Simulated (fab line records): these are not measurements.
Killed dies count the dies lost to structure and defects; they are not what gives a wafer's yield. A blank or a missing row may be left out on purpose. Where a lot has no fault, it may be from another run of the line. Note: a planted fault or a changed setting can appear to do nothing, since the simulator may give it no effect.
fab line records / flow sky130
record: lots: 5 wafers: 15 lastDay: 50
route steps=708 shown GATE_OXIDE@202 POLY_GATE@204 RES_PROTECT@206 LDD_N@237 PAD_OPEN@708
lots that met no fault: taken from a fault-free run of the same line
startH: hours from the record's opening day to when the first of the lot's shown wafers began / waitH: how many hours have passed since the lot's step before this one / " same as the row above / L1.1+2: several wafers, shown together as one row / - no value present, or no start provided / * or withheld: withheld / < > ~ a bound
route shown NAME@n: NAME is a module with steps in the file, n the number in the route of the first one / usual: mean and standard deviation over wafers with no fault / same: alike in all rows / chamber/n: place in a boat / sites: readings site by site / _std_site: the standard deviation of these / _edge_site: mean of outer sites minus mean of inner sites / radiusMm: how far each site lies from the wafer's centre / mask NAME#n: copy n / behind: the last tool/chamber to shape the wafer / hold: cause of the lot's hold/its duration in hours/its outcome / device: which transistor (n, p or np) failed to switch / end of line: tests run on the same wafers once the route is complete / a step with no rows: only its recipe / killed: not the wafer's yield, but the dies lost to structure and defects at the first sort / map: per-die view of a wafer (x killed, . not killed, _ where there is no die)
set.NAME: the run value of the setting; set.NAME@STEP: its run value at that earlier step / model.NAME: the simulator's own value behind a step, which no gauge read
a table for each step, a row for each wafer; lots at some steps of the route
services: a tool's chamber out of use, with start hour (startH, from the record's first day; less than 0 if before it), hours out, and reason
== steps ==
step: SKY_GATE_OXIDE_CLEAN_15
recipe: chemistry: SC1/SC2 mix: 1:4:20 tempC: 70 timeS: 150 dry: n2Spin
step: SKY_GATE_OXIDE_OXIDATION_16
recipe: tempC: 800 ambient: O2 idleTempC: 700 rampUpCPerMin: 10 rampDownCPerMin: 3 stabiliseS: 600 purgeS: 300 targetThkA: 35.7 oxTimeS: 1915
step: SKY_POLY_GATE_CVD_00
recipe: material: poly-Si targetThkNm: 180 tempC: 620 timeS: 720 pressureMtorr: 200
step: SKY_RES_PROTECT_DEHYDRATE_00
recipe: tempC: 200 timeS: 60
step: SKY_RES_PROTECT_HMDS_01
recipe: primeTimeS: 60 primeTempC: 120
step: SKY_RES_PROTECT_COAT_02
recipe: resist: NOVOLAK spinRpm: 3000 resistThkNm: 1140
step: SKY_RES_PROTECT_SOFTBAKE_03
recipe: tempC: 90 timeS: 60 resist: NOVOLAK
step: SKY_RES_PROTECT_EXPOSE_04
recipe: maskId: RPM na: 0.6 sourceShape: conventional sigmaOuter: 0.6 polarization: unpolarized targetCdNm: 1270 doseMj: 131
step: SKY_RES_PROTECT_PEB_05
recipe: tempC: withheld timeS: * resist: NOVOLAK
step: SKY_RES_PROTECT_DEVELOP_06
recipe: resist: NOVOLAK developer: TMAH developTimeS: 60 devTempC: 23
step: SKY_POLY_GATE_IMPLANT_02
recipe: species: P energyKev: 30 doseCm2: 7.7e+15 tiltDeg: 0
usual: tiltDeg: -0.004/0.019
lot.wafer=L884.1 tool=implanter-04 chamber=0 startH=394.50 waitH=0.1 tiltDeg=0.001
lot.wafer=L884.3 tool=implanter-04 chamber=0 startH=394.50 waitH=0.1 tiltDeg=-0.012
lot.wafer=L884.4 tool=implanter-04 chamber=0 startH=394.50 waitH=0.1 tiltDeg=-0.008
lot.wafer=L885.2 tool=implanter-01 chamber=0 startH=415.22 waitH=0.1 tiltDeg=0.005
lot.wafer=L885.3 tool=implanter-01 chamber=0 startH=415.22 waitH=0.1 tiltDeg=-0.014
lot.wafer=L885.6 tool=implanter-01 chamber=0 startH=415.22 waitH=0.1 tiltDeg=0.014
lot.wafer=L895.1 tool=implanter-04 chamber=0 startH=478.49 waitH=0.1 tiltDeg=-0.019
lot.wafer=L895.5 tool=implanter-04 chamber=0 startH=478.49 waitH=0.1 tiltDeg=0.007
lot.wafer=L895.6 tool=implanter-04 chamber=0 startH=478.49 waitH=0.1 tiltDeg=0.010
lot.wafer=L901.1 tool=implanter-04 chamber=0 startH=513.79 waitH=0.1 tiltDeg=-0.020
lot.wafer=L901.3 tool=implanter-04 chamber=0 startH=513.79 waitH=0.1 tiltDeg=0.008
lot.wafer=L901.6 tool=implanter-04 chamber=0 startH=513.79 waitH=0.1 tiltDeg=0.025
lot.wafer=L902.2 tool=implanter-04 chamber=0 startH=524.52 waitH=0.1 tiltDeg=-0.017
lot.wafer=L902.4 tool=implanter-04 chamber=0 startH=524.52 waitH=0.1 tiltDeg=-0.024
lot.wafer=L902.6 tool=implanter-04 chamber=0 startH=524.52 waitH=0.1 tiltDeg=-0.014
step: SKY_RES_PROTECT_STRIP_07
recipe: chemistry: O2/N2 powerW: 1400 pressureMtorr: 1500 platenTempC: withheld o2FlowSccm: 3000 n2FlowSccm: 300 overashFraction: 0.5
step: SKY_RES_PROTECT_CLEAN_09
recipe: chemistry: SC1/SC2 mix: 1:4:20 tempC: 70 timeS: 150 dry: n2Spin
step: SKY_POLY_GATE_CVD_03
recipe: material: Si3N4 precursor: DCS/NH3 targetThkNm: 75 tempC: 770 timeS: 1290 pressureMtorr: 250
step: SKY_POLY_GATE_DEHYDRATE_05
recipe: tempC: 200 timeS: 60
step: SKY_POLY_GATE_HMDS_06
recipe: primeTimeS: 60 primeTempC: 120
step: SKY_POLY_GATE_COAT_07
recipe: resist: BARC tempC: withheld timeS: withheld spinRpm: 3000 resistThkNm: 110
step: SKY_POLY_GATE_COAT_08
recipe: resist: KrF-thick spinRpm: 3000 resistThkNm: 450
step: SKY_POLY_GATE_SOFTBAKE_09
recipe: tempC: 100 timeS: 90 resist: KrF-thick
step: SKY_POLY_GATE_EXPOSE_10
recipe: maskId: P1M na: 0.68 sourceShape: conventional sigmaOuter: 0.6 targetCdNm: 150 doseMj: 28
step: SKY_POLY_GATE_PEB_11
recipe: pebTempC: withheld pebTimeS: withheld resist: KrF-thick
step: SKY_POLY_GATE_DEVELOP_12
recipe: developTimeS: 60 resist: KrF-thick devTempC: 21
step: SKY_POLY_GATE_ETCH_15
recipe: chemistry: N2/H2 target: BARC ionEnergyEv: 200 sourceW: 500 biasW: 100 pressureMtorr: 30 n2FlowSccm: 100 h2FlowSccm: 200 stopOn: SiO2 timeS: 118.5 targetDepthA: 1100
step: SKY_POLY_GATE_ETCH_16
recipe: stopOn: poly-Si chemistry: CH3F/O2 target: Si3N4 sourceW: 400 biasW: 80 pressureMtorr: 25 ch3fFlowSccm: 40 O2_flow_sccm: 30 timeS: 147.5 targetDepthA: 750
step: SKY_POLY_GATE_ETCH_17
recipe: targetDepthNm: 180 stopOn: SiO2 overEtchFrac: 0.56667 chemistry: HBr/Cl2 target: poly-Si icpW: 400 biasW: 100 pressureMtorr: 10 HBr_flow_sccm: 150 Cl2_flow_sccm: 50 timeS: 70.5
step: SKY_POLY_GATE_STRIP_18
recipe: chemistry: O2/N2 powerW: 1400 pressureMtorr: 1500 platenTempC: withheld o2FlowSccm: 3000 n2FlowSccm: 300 overashFraction: 0.5
step: SKY_POLY_GATE_CLEAN_19
recipe: chemistry: SC1/SC2 mix: 1:4:20 tempC: 70 timeS: 150 dry: n2Spin
step: SKY_POLY_GATE_OXIDATION_20
recipe: tempC: 850 ambient: O2 stabiliseS: 600 purgeS: 300 targetThkA: 40 oxTimeS: 899
step: SKY_LDD_N_DEHYDRATE_00
recipe: tempC: 200 timeS: 60
step: SKY_LDD_N_HMDS_01
recipe: primeTimeS: 60 primeTempC: 120
step: SKY_LDD_N_COAT_02
recipe: resist: NOVOLAK spinRpm: 3000 resistThkNm: 300
step: SKY_LDD_N_SOFTBAKE_03
recipe: tempC: 90 timeS: 60 resist: NOVOLAK
step: SKY_LDD_N_EXPOSE_04
recipe: maskId: NTM targetCdNm: 840 na: 0.6 sourceShape: conventional sigmaOuter: 0.6 doseMj: 110
step: SKY_LDD_N_PEB_05
recipe: tempC: withheld timeS: * resist: NOVOLAK
step: SKY_PAD_OPEN_PROBE_99
usual: killed_at_M0_to_M3: 44/6.9 killed_at_M4_up: 3.3/1.7 killedAtContacts: 24/5.5 killedAtFrontEnd: 16/4.5 killedAtOther: 0.2/0.46 killedDies: 87/9.1 killedOpen: 48/7.3 killedShort: 39/6.2
same: grossDies: 492 killedAtBackSide: 0
lot.wafer=L884.1 tool=prober-01 chamber=- startH=1114.59 waitH=0.1 killed_at_M0_to_M3=40 killed_at_M4_up=2 killedAtContacts=31 killedAtFrontEnd=17 killedAtOther=0 killedDies=90 killedOpen=51 killedShort=39 model.etest.diodeNwellSub.leakLog10ACm2=-7.246 model.etest.diodeDnwellSub.leakLog10ACm2=-7.134 model.etest.diodePwellDnwell.leakLog10ACm2=-7.624 model.etest.diodeNdiffPwellHv.leakLog10ACm2=-6.548 model.etest.diodePdiffNwellHv.leakLog10ACm2=-6.567 model.etest.diodeNdiffPwell.leakLog10ACm2=-7.12 model.etest.nfet_16v.offLog10AUm=-13.84 model.etest.diodePdiffNwell.leakLog10ACm2=-7.024
lot.wafer=L884.3 tool=prober-01 chamber=- startH=1114.69 waitH=0.2 killed_at_M0_to_M3=36 killed_at_M4_up=3 killedAtContacts=13 killedAtFrontEnd=10 killedAtOther=0 killedDies=62 killedOpen=30 killedShort=32 model.etest.diodeNwellSub.leakLog10ACm2=-7.25 model.etest.diodeDnwellSub.leakLog10ACm2=-7.381 model.etest.diodePwellDnwell.leakLog10ACm2=-7.555 model.etest.diodeNdiffPwellHv.leakLog10ACm2=-6.565 model.etest.diodePdiffNwellHv.leakLog10ACm2=-6.497 model.etest.diodeNdiffPwell.leakLog10ACm2=-7.182 model.etest.nfet_16v.offLog10AUm=-13.87 model.etest.diodePdiffNwell.leakLog10ACm2=-7.244
lot.wafer=L884.4 tool=prober-01 chamber=- startH=1114.74 waitH=0.2 killed_at_M0_to_M3=48 killed_at_M4_up=3 killedAtContacts=18 killedAtFrontEnd=14 killedAtOther=0 killedDies=83 killedOpen=37 killedShort=46 model.etest.diodeNwellSub.leakLog10ACm2=-7.041 model.etest.diodeDnwellSub.leakLog10ACm2=-7.397 model.etest.diodePwellDnwell.leakLog10ACm2=-7.633 model.etest.diodeNdiffPwellHv.leakLog10ACm2=-6.664 model.etest.diodePdiffNwellHv.leakLog10ACm2=-6.738 model.etest.diodeNdiffPwell.leakLog10ACm2=-7.395 model.etest.nfet_16v.offLog10AUm=-13.88 model.etest.diodePdiffNwell.leakLog10ACm2=-7.095
lot.wafer=L885.2 tool=prober-02 chamber=- startH=1126.46 waitH=0.1 killed_at_M0_to_M3=36 killed_at_M4_up=3 killedAtContacts=39 killedAtFrontEnd=19 killedAtOther=1 killedDies=98 killedOpen=65 killedShort=33 model.etest.diodeNwellSub.leakLog10ACm2=-7.296 model.etest.diodeDnwellSub.leakLog10ACm2=-7.599 model.etest.diodePwellDnwell.leakLog10ACm2=-7.628 model.etest.diodeNdiffPwellHv.leakLog10ACm2=-6.573 model.etest.diodePdiffNwellHv.leakLog10ACm2=-6.67 model.etest.diodeNdiffPwell.leakLog10ACm2=-7.363 model.etest.nfet_16v.offLog10AUm=-13.94 model.etest.diodePdiffNwell.leakLog10ACm2=-7.152
lot.wafer=L885.3 tool=prober-02 chamber=- startH=1126.51 waitH=0.2 killed_at_M0_to_M3=49 killed_at_M4_up=2 killedAtContacts=36 killedAtFrontEnd=20 killedAtOther=0 killedDies=107 killedOpen=60 killedShort=47 model.etest.diodeNwellSub.leakLog10ACm2=-7.416 model.etest.diodeDnwellSub.leakLog10ACm2=-7.352 model.etest.diodePwellDnwell.leakLog10ACm2=-7.636 model.etest.diodeNdiffPwellHv.leakLog10ACm2=-6.524 model.etest.diodePdiffNwellHv.leakLog10ACm2=-6.692 model.etest.diodeNdiffPwell.leakLog10ACm2=-7.337 model.etest.nfet_16v.offLog10AUm=-13.71 model.etest.diodePdiffNwell.leakLog10ACm2=-7.354
lot.wafer=L885.6 tool=prober-02 chamber=- startH=1126.66 waitH=0.2 killed_at_M0_to_M3=50 killed_at_M4_up=2 killedAtContacts=21 killedAtFrontEnd=24 killedAtOther=0 killedDies=97 killedOpen=44 killedShort=53 model.etest.diodeNwellSub.leakLog10ACm2=-7.589 model.etest.diodeDnwellSub.leakLog10ACm2=-7.498 model.etest.diodePwellDnwell.leakLog10ACm2=-7.566 model.etest.diodeNdiffPwellHv.leakLog10ACm2=-6.687 model.etest.diodePdiffNwellHv.leakLog10ACm2=-6.643 model.etest.diodeNdiffPwell.leakLog10ACm2=-6.976 model.etest.nfet_16v.offLog10AUm=-13.83 model.etest.diodePdiffNwell.leakLog10ACm2=-7.059
lot.wafer=L895.1 tool=prober-02 chamber=- startH=1168.26 waitH=0.1 killed_at_M0_to_M3=39 killed_at_M4_up=3 killedAtContacts=28 killedAtFrontEnd=18 killedAtOther=0 killedDies=88 killedOpen=56 killedShort=32 model.etest.diodeNwellSub.leakLog10ACm2=-5.86 model.etest.diodeDnwellSub.leakLog10ACm2=-5.733 model.etest.diodePwellDnwell.leakLog10ACm2=-5.955 model.etest.diodeNdiffPwellHv.leakLog10ACm2=-5.886 model.etest.diodePdiffNwellHv.leakLog10ACm2=-5.737 model.etest.diodeNdiffPwell.leakLog10ACm2=-6.352 model.etest.nfet_16v.offLog10AUm=-12.65 model.etest.diodePdiffNwell.leakLog10ACm2=-6.516
lot.wafer=L895.5 tool=prober-02 chamber=- startH=1168.46 waitH=0.2 killed_at_M0_to_M3=36 killed_at_M4_up=5 killedAtContacts=28 killedAtFrontEnd=16 killedAtOther=0 killedDies=85 killedOpen=46 killedShort=39 model.etest.diodeNwellSub.leakLog10ACm2=-5.646 model.etest.diodeDnwellSub.leakLog10ACm2=-5.802 model.etest.diodePwellDnwell.leakLog10ACm2=-5.954 model.etest.diodeNdiffPwellHv.leakLog10ACm2=-5.553 model.etest.diodePdiffNwellHv.leakLog10ACm2=-5.592 model.etest.diodeNdiffPwell.leakLog10ACm2=-6.383 model.etest.nfet_16v.offLog10AUm=-13.08 model.etest.diodePdiffNwell.leakLog10ACm2=-6.256
lot.wafer=L895.6 tool=prober-02 chamber=- startH=1168.51 waitH=0.2 killed_at_M0_to_M3=46 killed_at_M4_up=3 killedAtContacts=34 killedAtFrontEnd=14 killedAtOther=2 killedDies=99 killedOpen=57 killedShort=42 model.etest.diodeNwellSub.leakLog10ACm2=-5.792 model.etest.diodeDnwellSub.leakLog10ACm2=-5.816 model.etest.diodePwellDnwell.leakLog10ACm2=-6.097 model.etest.diodeNdiffPwellHv.leakLog10ACm2=-5.527 model.etest.diodePdiffNwellHv.leakLog10ACm2=-5.837 model.etest.diodeNdiffPwell.leakLog10ACm2=-6.428 model.etest.nfet_16v.offLog10AUm=-13.05 model.etest.diodePdiffNwell.leakLog10ACm2=-6.32
lot.wafer=L901.1 tool=prober-01 chamber=- startH=1186.37 waitH=0.1 killed_at_M0_to_M3=46 killed_at_M4_up=4 killedAtContacts=16 killedAtFrontEnd=17 killedAtOther=0 killedDies=83 killedOpen=46 killedShort=37 model.etest.diodeNwellSub.leakLog10ACm2=-5.671 model.etest.diodeDnwellSub.leakLog10ACm2=-5.66 model.etest.diodePwellDnwell.leakLog10ACm2=-5.918 model.etest.diodeNdiffPwellHv.leakLog10ACm2=-5.64 model.etest.diodePdiffNwellHv.leakLog10ACm2=-5.872 model.etest.diodeNdiffPwell.leakLog10ACm2=-6.23 model.etest.nfet_16v.offLog10AUm=-12.95 model.etest.diodePdiffNwell.leakLog10ACm2=-6.574
lot.wafer=L901.3 tool=prober-01 chamber=- startH=1186.47 waitH=0.2 killed_at_M0_to_M3=37 killed_at_M4_up=4 killedAtContacts=30 killedAtFrontEnd=19 killedAtOther=0 killedDies=90 killedOpen=48 killedShort=39 model.etest.diodeNwellSub.leakLog10ACm2=-5.824 model.etest.diodeDnwellSub.leakLog10ACm2=-5.587 model.etest.diodePwellDnwell.leakLog10ACm2=-5.911 model.etest.diodeNdiffPwellHv.leakLog10ACm2=-5.827 model.etest.diodePdiffNwellHv.leakLog10ACm2=-5.724 model.etest.diodeNdiffPwell.leakLog10ACm2=-6.365 model.etest.nfet_16v.offLog10AUm=-12.78 model.etest.diodePdiffNwell.leakLog10ACm2=-6.145
lot.wafer=L901.6 tool=prober-01 chamber=- startH=1186.62 waitH=0.2 killed_at_M0_to_M3=37 killed_at_M4_up=3 killedAtContacts=30 killedAtFrontEnd=24 killedAtOther=1 killedDies=95 killedOpen=53 killedShort=42 model.etest.diodeNwellSub.leakLog10ACm2=-6.011 model.etest.diodeDnwellSub.leakLog10ACm2=-5.699 model.etest.diodePwellDnwell.leakLog10ACm2=-6.107 model.etest.diodeNdiffPwellHv.leakLog10ACm2=-5.607 model.etest.diodePdiffNwellHv.leakLog10ACm2=-5.66 model.etest.diodeNdiffPwell.leakLog10ACm2=-6.101 model.etest.nfet_16v.offLog10AUm=-13.11 model.etest.diodePdiffNwell.leakLog10ACm2=-6.155
lot.wafer=L902.2 tool=prober-02 chamber=- startH=1195.82 waitH=0.1 killed_at_M0_to_M3=38 killed_at_M4_up=5 killedAtContacts=26 killedAtFrontEnd=15 killedAtOther=0 killedDies=84 killedOpen=45 killedShort=39 model.etest.diodeNwellSub.leakLog10ACm2=-5.811 model.etest.diodeDnwellSub.leakLog10ACm2=-5.83 model.etest.diodePwellDnwell.leakLog10ACm2=-6.279 model.etest.diodeNdiffPwellHv.leakLog10ACm2=-6.033 model.etest.diodePdiffNwellHv.leakLog10ACm2=-5.794 model.etest.diodeNdiffPwell.leakLog10ACm2=-6.32 model.etest.nfet_16v.offLog10AUm=-12.83 model.etest.diodePdiffNwell.leakLog10ACm2=-6.403
lot.wafer=L902.4 tool=prober-02 chamber=- startH=1195.92 waitH=0.2 killed_at_M0_to_M3=46 killed_at_M4_up=4 killedAtContacts=22 killedAtFrontEnd=20 killedAtOther=0 killedDies=92 killedOpen=59 killedShort=31 model.etest.diodeNwellSub.leakLog10ACm2=-5.492 model.etest.diodeDnwellSub.leakLog10ACm2=-5.705 model.etest.diodePwellDnwell.leakLog10ACm2=-6.027 model.etest.diodeNdiffPwellHv.leakLog10ACm2=-5.611 model.etest.diodePdiffNwellHv.leakLog10ACm2=-5.757 model.etest.diodeNdiffPwell.leakLog10ACm2=-6.295 model.etest.nfet_16v.offLog10AUm=-12.95 model.etest.diodePdiffNwell.leakLog10ACm2=-6.363
lot.wafer=L902.6 tool=prober-02 chamber=- startH=1196.02 waitH=0.2 killed_at_M0_to_M3=34 killed_at_M4_up=3 killedAtContacts=22 killedAtFrontEnd=14 killedAtOther=0 killedDies=73 killedOpen=42 killedShort=31 model.etest.diodeNwellSub.leakLog10ACm2=-5.745 model.etest.diodeDnwellSub.leakLog10ACm2=-5.858 model.etest.diodePwellDnwell.leakLog10ACm2=-6.189 model.etest.diodeNdiffPwellHv.leakLog10ACm2=-5.676 model.etest.diodePdiffNwellHv.leakLog10ACm2=-5.61 model.etest.diodeNdiffPwell.leakLog10ACm2=-6.454 model.etest.nfet_16v.offLog10AUm=-13.09 model.etest.diodePdiffNwell.leakLog10ACm2=-6.519
killed by level:class
L884.1 CONTACT:geometricParticle:open=12 VIA1:geometricParticle:open=9 VIA2:geometricParticle:open=9 CONTACT:geometricParticle:short=7 LI_CONTACT:geometricParticle:open=6 LOCAL_INTERCONNECT:geometricParticle:short=6 POLY_GATE:geometricParticle:open=5 METAL3:geometricParticle:short=5
L884.3 METAL2:geometricParticle:short=7 METAL1:geometricParticle:short=6 CONTACT:geometricParticle:open=6 VIA1:geometricParticle:open=5 VIA1:geometricParticle:short=4 VIA3:geometricParticle:open=4 SPACER:geometricParticle:open=3 LI_CONTACT:geometricParticle:open=3
L884.4 VIA1:geometricParticle:open=11 VIA1:geometricParticle:short=8 METAL2:geometricParticle:short=7 FIELD_ISO:geometricParticle:short=6 VIA3:geometricParticle:open=6 LI_CONTACT:geometricParticle:open=5 VIA3:geometricParticle:short=5 LI_CONTACT:geometricParticle:short=4
L885.2 CONTACT:geometricParticle:open=18 VIA1:geometricParticle:open=14 VIA2:geometricParticle:open=6 LI_CONTACT:geometricParticle:open=6 POLY_GATE:geometricParticle:open=5 FIELD_ISO:geometricParticle:short=4 FIELD_ISO:geometricParticle:open=4 POLY_GATE:geometricParticle:short=4
L885.3 VIA1:geometricParticle:open=17 CONTACT:geometricParticle:open=11 METAL1:geometricParticle:short=11 LI_CONTACT:geometricParticle:open=9 CONTACT:geometricParticle:short=7 POLY_GATE:geometricParticle:short=6 METAL2:geometricParticle:short=6 VIA2:geometricParticle:open=5
L885.6 VIA1:geometricParticle:open=10 METAL1:geometricParticle:short=10 FIELD_ISO:geometricParticle:short=7 POLY_GATE:geometricParticle:short=6 LI_CONTACT:geometricParticle:open=6 CONTACT:geometricParticle:open=6 METAL2:geometricParticle:short=6 VIA2:geometricParticle:open=5
L895.1 CONTACT:geometricParticle:open=11 VIA1:geometricParticle:open=11 LI_CONTACT:geometricParticle:open=9 METAL1:geometricParticle:short=7 FIELD_ISO:geometricParticle:open=5 VIA2:geometricParticle:open=5 VIA3:geometricParticle:open=5 POLY_GATE:geometricParticle:open=4
L895.5 VIA1:geometricParticle:open=13 CONTACT:geometricParticle:open=10 LI_CONTACT:geometricParticle:open=7 CONTACT:geometricParticle:short=7 POLY_GATE:geometricParticle:short=6 VIA3:geometricParticle:open=5 VIA3:geometricParticle:short=4 METAL4:geometricParticle:short=4
L895.6 VIA1:geometricParticle:open=15 LI_CONTACT:geometricParticle:open=9 CONTACT:geometricParticle:open=7 VIA2:geometricParticle:open=7 CONTACT:geometricParticle:short=6 LI_CONTACT:geometricParticle:short=6 METAL1:geometricParticle:open=5 FIELD_ISO:geometricParticle:short=4
L901.1 VIA1:geometricParticle:open=14 POLY_GATE:geometricParticle:open=7 METAL1:geometricParticle:short=7 CONTACT:geometricParticle:open=6 METAL2:geometricParticle:short=6 FIELD_ISO:geometricParticle:open=5 VIA1:geometricParticle:short=4 VIA2:geometricParticle:open=4
L901.3 CONTACT:geometricParticle:open=11 LI_CONTACT:geometricParticle:open=9 VIA1:geometricParticle:open=8 POLY_GATE:geometricParticle:short=7 VIA1:geometricParticle:short=5 CONTACT:geometricParticle:short=5 VIA3:geometricParticle:open=5 VIA3:geometricParticle:short=5
L901.6 CONTACT:geometricParticle:open=16 VIA1:geometricParticle:open=12 POLY_GATE:geometricParticle:short=11 LI_CONTACT:geometricParticle:open=5 POLY_GATE:geometricParticle:open=4 CONTACT:geometricParticle:short=4 VIA3:geometricParticle:open=4 METAL2:geometricParticle:short=4
L902.2 VIA1:geometricParticle:open=11 CONTACT:geometricParticle:open=9 LI_CONTACT:geometricParticle:open=6 FIELD_ISO:geometricParticle:short=5 FIELD_ISO:geometricParticle:open=5 CONTACT:geometricParticle:short=5 METAL1:geometricParticle:short=5 VIA1:geometricParticle:short=5
L902.4 VIA1:geometricParticle:open=11 VIA3:geometricParticle:open=11 LI_CONTACT:geometricParticle:open=8 VIA2:geometricParticle:open=8 CONTACT:geometricParticle:open=8 FIELD_ISO:geometricParticle:short=5 FIELD_ISO:geometricParticle:open=5 POLY_GATE:geometricParticle:open=4
L902.6 LI_CONTACT:geometricParticle:open=9 VIA1:geometricParticle:open=8 VIA3:geometricParticle:open=8 CONTACT:geometricParticle:open=6 FIELD_ISO:geometricParticle:short=5 LI_CONTACT:geometricParticle:short=5 VIA2:geometricParticle:open=5 FIELD_ISO:geometricParticle:open=4
== services ==
tool=implanter-04 chamber=- startH=395.04 hours=38.2 kind=repair
tool=implanter-01 chamber=- startH=437.03 hours=20.8 kind=pm
tool=implanter-04 chamber=- startH=488.31 hours=3.2 kind=pm
tool=implanter-01 chamber=- startH=488.58 hours=4.3 kind=pm
== key ==
firstSign none at tools or gauges
modelEffect: step: SKY_PAD_OPEN_PROBE_99 value: etest.diodeNwellSub.leakLog10ACm2 without: -7.34 struck: -5.761
metAt SKY_POLY_GATE_IMPLANT_02
struckWafers L895.1,L895.5,L895.6,L901.1,L901.3,L901.6,L902.2,L902.4,L902.6
testerLeftOut L895,L901,L902
onsetBetween 394.50 478.49
alsoFits time
fault: kind: metallicContaminationSource tool: implanter-04 chamber: - onsetH: 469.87 steps: SKY_POLY_GATE_IMPLANT_02 rateCm2PerVisit: 2.4492e+12 species: metalFeCm2
testerLeftOut: of these lots the tester's yield and bins aren't shown, on N5 and GAA mostly nor the transistor test; their killed dies are dies lost to structure and defects alone, not to doping, threshold or leakage, so they don't give the yield
